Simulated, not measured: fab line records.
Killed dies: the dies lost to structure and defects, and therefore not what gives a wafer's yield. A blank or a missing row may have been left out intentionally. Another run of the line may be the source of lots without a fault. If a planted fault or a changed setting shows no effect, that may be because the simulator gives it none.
Which of the tools did it? || flow sfq line || 45 wafers sampled from 15 lots at 1 step of a route of 325

## WHAT EACH GAUGE READ, for each wafer
The record lacks any reading of a measuring or inspecting step that a usual standard deviation could be used to judge.

## WHICH TOOL RAN EACH LOT (tool, then ch and the chambers of the sampled wafers, then the start)
{"lot": "L358", "SFQ_TRILAYER_I1_VIA_LITHO_PEB_052": "litho track-02 ch 0, day 16 18:24"}
{"lot": "L360", "SFQ_TRILAYER_I1_VIA_LITHO_PEB_052": "litho track-03 ch 0, day 17 13:25"}
{"lot": "L361", "SFQ_TRILAYER_I1_VIA_LITHO_PEB_052": "litho track-01 ch 0, day 17 20:36"}
{"lot": "L363", "SFQ_TRILAYER_I1_VIA_LITHO_PEB_052": "litho track-01 ch 0, day 19 05:45"}
{"lot": "L365", "SFQ_TRILAYER_I1_VIA_LITHO_PEB_052": "litho track-02 ch 0, day 19 17:48"}
{"lot": "L366", "SFQ_TRILAYER_I1_VIA_LITHO_PEB_052": "litho track-02 ch 0, day 20 08:10"}
{"lot": "L367", "SFQ_TRILAYER_I1_VIA_LITHO_PEB_052": "litho track-03 ch 0, day 20 12:57"}
{"lot": "L368", "SFQ_TRILAYER_I1_VIA_LITHO_PEB_052": "litho track-02 ch 0, day 20 19:00"}
{"lot": "L370", "SFQ_TRILAYER_I1_VIA_LITHO_PEB_052": "litho track-02 ch 0, day 21 06:58"}
{"lot": "L371", "SFQ_TRILAYER_I1_VIA_LITHO_PEB_052": "litho track-01, day 21 09:22"}
{"lot": "L372", "SFQ_TRILAYER_I1_VIA_LITHO_PEB_052": "litho track-02, day 21 20:15"}
{"lot": "L373", "SFQ_TRILAYER_I1_VIA_LITHO_PEB_052": "litho track-02, day 22 07:06"}
{"lot": "L375", "SFQ_TRILAYER_I1_VIA_LITHO_PEB_052": "litho track-03 ch 0, day 22 23:51"}
{"lot": "L378", "SFQ_TRILAYER_I1_VIA_LITHO_PEB_052": "litho track-01 ch 0, day 24 05:49"}
{"lot": "L381", "SFQ_TRILAYER_I1_VIA_LITHO_PEB_052": "litho track-02 ch 0, day 24 23:52"}
- SFQ_TRILAYER_I1_VIA_LITHO_PEB_052: peb time 60 s.

## AS READ BY THE TOOLS THEMSELVES (means over the sampled wafers that have a number; for cases with no such wafer, the mark the record gives instead)
SFQ_TRILAYER_I1_VIA_LITHO_PEB_052. Usual: chill plate temp C 23.01 C, standard deviation 0.12; exhaust pa 45.2 Pa, standard deviation 0.85.
{"lot": "L358", "tool": "litho track-02", "chill plate temp C (C)": 23.03, "exhaust pa (Pa)": 45.0, "flag": ""}
{"lot": "L360", "tool": "litho track-03", "chill plate temp C (C)": 22.85, "exhaust pa (Pa)": 43.9, "flag": ""}
{"lot": "L361", "tool": "litho track-01", "chill plate temp C (C)": 23.00, "exhaust pa (Pa)": 45.3, "flag": ""}
{"lot": "L363", "tool": "litho track-01", "chill plate temp C (C)": 23.01, "exhaust pa (Pa)": 46.1, "flag": ""}
{"lot": "L365", "tool": "litho track-02", "chill plate temp C (C)": 22.91, "exhaust pa (Pa)": 45.9, "flag": ""}
{"lot": "L366", "tool": "litho track-02", "chill plate temp C (C)": 22.83, "exhaust pa (Pa)": 45.6, "flag": ""}
{"lot": "L367", "tool": "litho track-03", "chill plate temp C (C)": 22.97, "exhaust pa (Pa)": 46.0, "flag": ""}
{"lot": "L368", "tool": "litho track-02", "chill plate temp C (C)": 23.07, "exhaust pa (Pa)": 45.9, "flag": ""}
{"lot": "L370", "tool": "litho track-02", "chill plate temp C (C)": 22.91, "exhaust pa (Pa)": 45.9, "flag": ""}
{"lot": "L371", "tool": "litho track-01", "chill plate temp C (C)": "-", "exhaust pa (Pa)": "-", "flag": "OFF"}
{"lot": "L372", "tool": "litho track-02", "chill plate temp C (C)": "-", "exhaust pa (Pa)": "-", "flag": "OFF"}
{"lot": "L373", "tool": "litho track-02", "chill plate temp C (C)": "-", "exhaust pa (Pa)": "-", "flag": "OFF"}
{"lot": "L375", "tool": "litho track-03", "chill plate temp C (C)": 23.01, "exhaust pa (Pa)": 46.2, "flag": ""}
{"lot": "L378", "tool": "litho track-01", "chill plate temp C (C)": 23.11, "exhaust pa (Pa)": 45.0, "flag": ""}
{"lot": "L381", "tool": "litho track-02", "chill plate temp C (C)": 23.11, "exhaust pa (Pa)": 45.9, "flag": ""}

## THE ANSWER, worked out from the rows above alone
Rule: take the mean of a lot's wafers that have a number; if it is more than 3 standard deviations from the usual mean, the lot is off. Also off: a lot with no number at a reading for which 4 or more lots have one. The other lots that the step has rows for count as sound. The gauges are gone through in route order, then the tools' own readings, and for those a lot's mean is taken as printed above. The first step at which some lot is off is used, and at that step the reading that is off furthest; a lot without a number counts as furthest.
Off at SFQ_TRILAYER_I1_VIA_LITHO_PEB_052 (chill plate temp C): L371, L372, L373. Without a number there: L371, L372, L373.
A tool fits if, at that step or a process step before it, it ran every lot that is off, and no sound lot after the first of them. No candidate that was tried fits.

## WHAT THE SIMULATOR HAD PUT IN
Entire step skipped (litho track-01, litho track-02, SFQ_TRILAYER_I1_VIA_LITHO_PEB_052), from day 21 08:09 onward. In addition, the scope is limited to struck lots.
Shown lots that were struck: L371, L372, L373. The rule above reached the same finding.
